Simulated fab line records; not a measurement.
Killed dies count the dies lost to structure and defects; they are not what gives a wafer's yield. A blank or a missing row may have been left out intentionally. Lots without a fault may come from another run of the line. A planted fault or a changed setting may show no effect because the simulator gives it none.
Comparing a struck lot with a sound one | flow sky130 | 43 out of 708 route steps
Sound: these wafers, L828.3, L828.4, L828.6. The struck wafers were L825.1, L825.3, L825.4. The cause comes at the end.
For every step that has rows: the tool of each side, followed by ch and its chambers, followed by its first start. Under that, the readings that differ: sound wafers | struck wafers | difference of the means | sigmas: that difference in standard deviations of wafers without a fault.
alike: a reading whose means differ by less than 2 such deviations, as well as words and numbers matching on both sides. not compared: withheld readings; readings where some wafer has no value; bounds like >300 that might hide an equal value; numbers whose values overlap and for which the record gives no deviation.
A row with sigmas, a row that says differs or no value, or rows on one side alone: a step with any of these is where the two part. Numbers that have no deviation but don't overlap get no sigmas and don't part them. A reading that every wafer of one side lacks parts them only if that side has two wafers or more.

first, 5 steps without rows for these wafers: SKY_LI_CONTACT_COAT_07 (resist thk 450 nm); SKY_LI_CONTACT_SOFTBAKE_08 (time 90 s); SKY_LI_CONTACT_EXPOSE_09 (exposes mask LICM1, target cd 170 nm); SKY_LI_CONTACT_PEB_10; SKY_LI_CONTACT_DEVELOP_11 (develop time 60 s).
SKY_LI_CONTACT_CD_MEAS_12: target cd 170 nm.
  sound on cd-sem-01 at day 33 12:26; struck on cd-sem-02 at day 32 09:20
  alike: cd-nm
SKY_LI_CONTACT_OVL_MEAS_13:
  sound on overlay-02 at day 33 12:31; struck on overlay-01 at day 32 09:27
  alike: LI_CONTACT_OVL
then, 5 steps without rows for these wafers: SKY_LI_CONTACT_ETCH_14 (etches BARC in N2/H2, stops on SiO2, time 45.9 s, target depth 60 nm); SKY_LI_CONTACT_ETCH_15 (etches PSG in C4F8/O2/Ar, stops on Si, target depth 600 nm); SKY_LI_CONTACT_STRIP_16 (strips in O2/N2); SKY_LI_CONTACT_CLEAN_17 (cleans in NMP, time 600 s); SKY_LI_CONTACT_PRE_CLEAN_18 (time 5.6 s).
SKY_LI_CONTACT_SPUTTER_19: material Ti, target thk 20 nm, time 106.37 s.
  sound on pvd-sputter-04 at day 33 12:59; struck on pvd-sputter-01 at day 32 09:55
  alike: throttle-valve-pct
SKY_LI_CONTACT_SPUTTER_20: material TiN, target thk 20 nm, time 80 s.
  sound on pvd-sputter-04 at day 33 13:04; struck on pvd-sputter-01 at day 32 09:59
  alike: throttle-valve-pct
then, 1 step without rows for these wafers: SKY_LI_CONTACT_CVD_21 (deposits W, target thk 400 nm, time 120.56 s).
SKY_LI_CONTACT_RS_MEAS_22: the measuring method here is four-point-probe.
  sound on film-metro-02 at day 33 13:17; struck on film-metro-02 at day 32 10:10
  alike: LI_CONTACT_W_RS
SKY_LI_CONTACT_THK_MEAS_23: measures by xrf.
  sound on film-metro-02 at day 33 13:23; struck on film-metro-02 at day 32 10:17
  alike: LI_CONTACT_W_THK
SKY_LI_CONTACT_CMP_24: polishes, stops on PSG, t overpolish 20 s, target thk 0 nm.
  sound on cmp-01 ch 1,3, day 33 13:28; struck on cmp-02 ch 0,1,3, day 32 10:24
  alike: motor-current-A, overpolish-run-s, time-to-endpoint-s
then, 1 step without rows for these wafers: SKY_LOCAL_INTERCONNECT_SPUTTER_00 (material TiN, target thk 100 nm, time 83.3 s).
SKY_LOCAL_INTERCONNECT_RS_MEAS_01: the measuring method here is four-point-probe.
  sound on film-metro-01 at day 33 13:50; struck on film-metro-02 at day 32 10:43
  alike: LOCAL_INTERCONNECT_TIN_RS
SKY_LOCAL_INTERCONNECT_THK_MEAS_02: measures by xrf.
  sound on film-metro-01 at day 33 13:56; struck on film-metro-02 at day 32 10:50
  alike: LOCAL_INTERCONNECT_TIN_THK
then, 8 steps without rows for these wafers: SKY_LOCAL_INTERCONNECT_DEHYDRATE_03 (time 60 s); SKY_LOCAL_INTERCONNECT_HMDS_04 (prime time 60 s); SKY_LOCAL_INTERCONNECT_COAT_05 (resist thk 60 nm); SKY_LOCAL_INTERCONNECT_COAT_06 (resist thk 450 nm); SKY_LOCAL_INTERCONNECT_SOFTBAKE_07 (time 90 s); SKY_LOCAL_INTERCONNECT_EXPOSE_08 (exposes mask LI1M, target cd 170 nm); SKY_LOCAL_INTERCONNECT_PEB_09; SKY_LOCAL_INTERCONNECT_DEVELOP_10 (develop time 60 s).
SKY_LOCAL_INTERCONNECT_CD_MEAS_11: target cd 170 nm.
  sound on cd-sem-01 at day 34 16:20; struck on cd-sem-01 at day 33 13:59
  alike: cd-nm
SKY_LOCAL_INTERCONNECT_OVL_MEAS_12:
  sound on overlay-02 at day 34 16:25; struck on overlay-01 at day 33 14:07
  alike: LOCAL_INTERCONNECT_OVL
SKY_LOCAL_INTERCONNECT_ETCH_13: etches BARC in N2/H2, stops on SiO2, time 45.9 s, target depth 60 nm.
  sound on rie-metal-04 ch 0,1, day 34 16:28; struck on rie-metal-02 ch 1, day 33 14:08
  alike: drypump-motor-current-A, h2-flow-sccm, oes-product-au, throttle-valve-pct
  not compared: rf-hours-counter-h
SKY_LOCAL_INTERCONNECT_METAL_ETCH_14: etches TiN in Cl2/BCl3, stops on PSG, target depth 110 nm, time 31.4 s.
  sound on rie-metal-04 ch 0,1, day 34 16:31; struck on rie-metal-02 ch 1, day 33 14:16
  alike: drypump-motor-current-A, oes-product-au, throttle-valve-pct
  not compared: rf-hours-counter-h
then, 4 steps without rows for these wafers: SKY_LOCAL_INTERCONNECT_STRIP_15 (strips in O2/N2); SKY_LOCAL_INTERCONNECT_STRIP_16 (strips in post etch residue remover, time 1200 s); SKY_LOCAL_INTERCONNECT_CLEAN_17 (cleans in IPA, time 180 s); SKY_LOCAL_INTERCONNECT_CLEAN_18 (cleans in O3/DIW).
SKY_CONTACT_CVD_00: deposits Si3N4, target thk 75 nm.
  sound on pecvd-04 ch 0,1,2, day 34 17:10; struck on pecvd-03 ch 0,1, day 33 15:00
  alike: heater-power-w
SKY_CONTACT_THK_MEAS_01:
  sound on film-metro-01 at day 34 17:13; struck on film-metro-01 at day 33 15:02
  alike: CONTACT_CVD_00_THK
then, 1 step without rows for these wafers: SKY_CONTACT_HDPCVD_02 (deposits SiO2, target thk 565 nm, time 94.2 s).
SKY_CONTACT_THK_MEAS_03:
  sound on film-metro-03 at day 34 17:20; struck on film-metro-04 at day 33 15:10
  alike: CONTACT_HDPCVD_THK
then, 1 step without rows for these wafers: SKY_CONTACT_CMP_04 (polishes SiO2).
-- the record jumps here: 15 days lie between the struck wafers' starts before and after (it left off in module CONTACT and takes up again in module PAD_OPEN, whose first step shown is number 708 of the route) --
SKY_PAD_OPEN_PROBE_99:
  record: rows for the struck wafers here (prober-02, day 48 04:29), none for the sound ones

== WHERE THEY PART ==
SKY_PAD_OPEN_PROBE_99 only, going by this record.

WHY: the cause the simulator had injected
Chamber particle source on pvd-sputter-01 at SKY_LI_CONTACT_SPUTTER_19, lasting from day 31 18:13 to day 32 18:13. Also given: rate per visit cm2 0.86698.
